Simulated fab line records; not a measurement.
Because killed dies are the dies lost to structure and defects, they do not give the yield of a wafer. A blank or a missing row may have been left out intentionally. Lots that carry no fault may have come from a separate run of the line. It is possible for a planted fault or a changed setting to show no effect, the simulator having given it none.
The tool behind it: which one? -- flow sky130 -- 6 lots with 18 wafers sampled at 2 steps, on a route of 708 steps

== WHAT THE GAUGES SHOWED, per wafer ==
SKY_NWELL_TW_MEAS_15.
lot,measured,on,NWELL_TW
L278,day 5 08:14,film_metro-03,1843 1845 1851
L280,day 5 18:52,film_metro-03,1831 1842 1845
L283,day 6 08:29,film_metro-02,1788 1780 1795
L286,day 7 00:51,film_metro-03,1824 1825 1830
L290,day 7 16:43,film_metro-02,1803 1811 1810
L292,day 8 06:52,film_metro-02,1673 1681 1671

== WHICH TOOL RAN EACH LOT (tool, then ch and the chambers of the sampled wafers, then the start) ==
lot,SKY_NWELL_IMPLANT_11
L278,"implanter-02 ch 0, day 5 07:42"
L280,"implanter-01 ch 0, day 5 18:19"
L283,"implanter-03 ch 0, day 6 07:57"
L286,"implanter-02 ch 0, day 7 00:19"
L290,"implanter-01 ch 0, day 7 16:11"
L292,"implanter-01 ch 0, day 8 06:20"
- SKY_NWELL_IMPLANT_11

== THE ANSWER, worked out from the rows above alone ==
Rule: what is usual is taken from the lots themselves. The widest of any qualifying gaps counts: lots, ordered by their means at a reading, are off when they make up no more than a third of the lots, leave a main group of 4 or more, and stand apart from it by 3 or more times the standard deviation of that group's means. If all means in a main group match to the digits the tables above print for the reading, that group is not used. A lot without any number at a reading at which 4 lots or more have one is off too. Where the step has rows for the other lots, those lots are counted as sound.
Off: at SKY_NWELL_TW_MEAS_15 (NWELL_TW), L292. The main group: mean 1822, standard deviation 21.
A tool fits if, at a process step before that reading, it ran every lot that is off, and no sound lot after the first of them. Gauges at SKY_NWELL_TW_MEAS_15: tried the same way as those tools. Undecided on this evidence; 2 tools fit (implanter-01 at SKY_NWELL_IMPLANT_11, film_metro-02 at SKY_NWELL_TW_MEAS_15).

== WHAT HAD BEEN PUT IN BY THE SIMULATOR ==
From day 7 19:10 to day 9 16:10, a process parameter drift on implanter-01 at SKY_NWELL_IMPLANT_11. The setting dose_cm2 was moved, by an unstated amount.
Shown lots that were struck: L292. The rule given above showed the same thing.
